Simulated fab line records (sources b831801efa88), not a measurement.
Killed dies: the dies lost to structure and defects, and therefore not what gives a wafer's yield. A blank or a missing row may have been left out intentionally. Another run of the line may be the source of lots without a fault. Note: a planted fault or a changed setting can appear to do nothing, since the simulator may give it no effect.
Which tool is to blame? | flow gf180mcu | 6 lots, 18 wafers sampled, at 2 steps of a route of 602

WHAT THE GAUGES SHOWED, per wafer
GF_V3_THK_MEAS_03.
lot  | measured     | on           | V3_CVD_02_THK (nm)
L307 | day 22 19:37 | filmMetro-02 | 817 837 835
L310 | day 23 16:52 | filmMetro-02 | 835 850 839
L315 | day 25 11:52 | filmMetro-04 | 843 861 849
L317 | day 26 10:12 | filmMetro-04 | 839 844 853
L320 | day 27 01:52 | filmMetro-04 | 841 851 1091
L324 | day 28 11:50 | filmMetro-04 | 841 843 875

TOOL THAT RAN EACH LOT (tool first, then ch and the chambers of the sampled wafers, then the start)
lot  | GF_V3_CVD_02
L307 | pecvd-03 ch 0,2, day 22 19:32
L310 | pecvd-03 ch 0,1,2, day 23 16:47
L315 | pecvd-04 ch 1,2, day 25 11:48
L317 | pecvd-03 ch 0,2, day 26 10:08
L320 | pecvd-03 ch 1,2, day 27 01:47
L324 | pecvd-04 ch 0,1,2, day 28 11:46
- GF_V3_CVD_02: deposits SiO2 from TEOS, target thk 850 nm, time 94.851 s.

THE ANSWER, worked out from the rows above alone
Rule: the lots themselves supply what counts as usual. The widest of any qualifying gaps counts: lots, ordered by their means at a reading, are off when they make up no more than a third of the lots, leave a main group of 4 or more, and stand apart from it by 3 or more times the standard deviation of that group's means. The tables above print the reading to a certain number of digits; a main group whose means all agree to those digits is not used. A lot without any number at a reading at which 4 lots or more have one is off too. Where the step has rows for the other lots, those lots are counted as sound.
Off: at GF_V3_THK_MEAS_03 (V3_CVD_02_THK), L320. Main group: mean 844 nm, sd 8.3.
A tool fits if, at a process step before that reading, it ran every lot that is off, and no sound lot after the first of them. Gauges at GF_V3_THK_MEAS_03: tried the same way as those tools. One fits: GF_V3_CVD_02 on pecvd-03. A fault onset in the window from L317 (day 26 10:08, its last sound lot) to L320 (day 27 01:47, its first lot off) fits.

WHAT THE SIMULATOR HAD PUT IN
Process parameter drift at GF_V3_CVD_02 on pecvd-03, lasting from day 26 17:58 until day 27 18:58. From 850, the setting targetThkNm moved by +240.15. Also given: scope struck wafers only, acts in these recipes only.
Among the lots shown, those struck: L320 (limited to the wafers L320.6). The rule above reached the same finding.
